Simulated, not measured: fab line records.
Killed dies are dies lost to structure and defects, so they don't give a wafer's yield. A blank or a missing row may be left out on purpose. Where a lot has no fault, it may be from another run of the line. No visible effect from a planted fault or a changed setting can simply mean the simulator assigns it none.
Struck lot and sound lot, side by side | flow sky130 | 18 steps out of a route of 708
Sound: wafers L230.1, L230.3, L230.5. Struck: wafers L215.2, L215.4, L215.5. The cause is named last.
Per side, at each step with rows, come the tool, then ch with its chambers, and then its first start. Under that, the readings that differ: sound wafers | struck wafers | difference of the means | sigmas: that difference in standard deviations of wafers without a fault.
alike: readings with means less than 2 such deviations apart, plus words and numbers identical on both sides. not compared: withheld readings, readings lacking a value on some wafer, bounds such as >300 that could conceal the same value, and numbers that have no deviation in the record and whose values overlap.
The two part at a step that has a row with sigmas, a row that says differs or no value, or rows on one side only. When numbers do not overlap yet have no deviation, they are printed without sigmas and do not part them. A reading missing from all wafers of one side parts the sides only when that side holds two or more wafers.

first, 5 steps without rows for these wafers: SKY_VIA4_COAT_06 (resist thk 1140 nm); SKY_VIA4_SOFTBAKE_07 (time 58.27 s); SKY_VIA4_EXPOSE_08 (exposes mask VIM4, target cd 800 nm); SKY_VIA4_PEB_09; SKY_VIA4_DEVELOP_10 (develop time 60 s).
SKY_VIA4_OVL_MEAS_11:
  struck on overlay-01, day 44 07:23; sound on overlay-01, day 48 11:01
  alike: VIA4_OVL
SKY_VIA4_ETCH_12: etches SiO2 in C4F8/O2/Ar, stops on TiN, target depth 580 nm.
  sound on rie-diel-02 ch 0,1,2, day 48 11:04; struck on rie-diel-04 ch 0,1, day 44 07:25
  alike: oes-product-au
SKY_VIA4_STRIP_13: strips in O2/N2.
  sound on plasma-asher-01 ch 0,1, day 48 11:08; struck on plasma-asher-03 ch 1, day 44 07:29
  reading                     | sound       | struck      | difference | sigmas
  drypump-motor-current-A (A) | 6.6 5.5 6.6 | 5.1 5.1 5.1 | -1.1       | -2
  alike: oes-product-au, strip-time-to-endpoint-s
  not compared: rf-hours-counter-h
then, 3 steps without rows for these wafers: SKY_VIA4_STRIP_14 (strips in post etch residue remover, time 1200 s); SKY_VIA4_CLEAN_15 (cleans in IPA, time 180 s); SKY_VIA4_CLEAN_16 (cleans in O3/DIW).
SKY_VIA4_SPUTTER_17: material TiN, target thk 20 nm, time 80 s.
  struck on pvd-sputter-03, day 44 08:04; sound on pvd-sputter-04, day 48 12:04
  alike: throttle-valve-pct
SKY_VIA4_CVD_18: deposits W, target thk 505 nm, time 152.14 s.
  sound on cvd-w-02 ch 0,1, day 48 12:07; struck on cvd-w-02 ch 0,1, day 44 08:27
  alike: heater-power-w, susceptor-temp-C
  not compared: since-wet-clean-h
SKY_VIA4_RS_MEAS_19: measurement is done with a four-point probe.
  struck on film-metro-01, day 44 08:37; sound on film-metro-01, day 48 12:16
  reading            | sound             | struck            | difference | sigmas
  VIA4_W_RS (ohm/sq) | 0.228 0.226 0.232 | 0.115 0.115 0.114 | -0.114     | -37
SKY_VIA4_THK_MEAS_20: measures by xrf.
  struck on film-metro-01, day 44 08:51; sound on film-metro-01, day 48 12:23
  reading         | sound       | struck | difference                    | sigmas
  VIA4_W_THK (nm) | 519 521 510 | - - -  | no value on the struck wafers |
SKY_VIA4_CMP_21: polishes, stops on SiO2, t overpolish 25 s, target thk 0 nm.
  sound on cmp-02 ch 1,2,3, day 48 13:22; struck on cmp-01 ch 0,2, day 44 14:40
  reading                | sound       | struck      | difference | sigmas
  time-to-endpoint-s (s) | 109 121 114 | 225 239 229 | +116       | +25
  alike: motor-current-A, overpolish-run-s
SKY_METAL5_SPUTTER_00: material Ti, target thk 15 nm, time 10 s.
  struck on pvd-sputter-04, day 44 14:58; sound on pvd-sputter-04, day 48 13:34
  alike: throttle-valve-pct
-- the record jumps here: 3 days lie between the struck wafers' starts before and after (it left off in module METAL5 and takes up again in module PAD_OPEN, whose first step shown is number 708 of the route) --
SKY_PAD_OPEN_PROBE_99:
  struck on prober-01, day 47 09:37; sound on prober-01, day 50 20:47
  alike: defect-limited-yield, killed_at_M0_to_M3, killed_at_M4_up, killed-at-contacts, killed-at-front-end, killed-at-other, killed-dies, killed-open, killed-short, sort_bin_3_pad_short, sort_bin_5_function, sort_bin_6_memory, sort-n-pass, sort-yield-pct

## WHERE THEY PART
At SKY_VIA4_STRIP_13 first; at SKY_VIA4_CMP_21 last (within this record only). Later steps at which nothing parts them and some readings are alike: SKY_METAL5_SPUTTER_00, SKY_PAD_OPEN_PROBE_99.

WHY: what had been put in by the simulator
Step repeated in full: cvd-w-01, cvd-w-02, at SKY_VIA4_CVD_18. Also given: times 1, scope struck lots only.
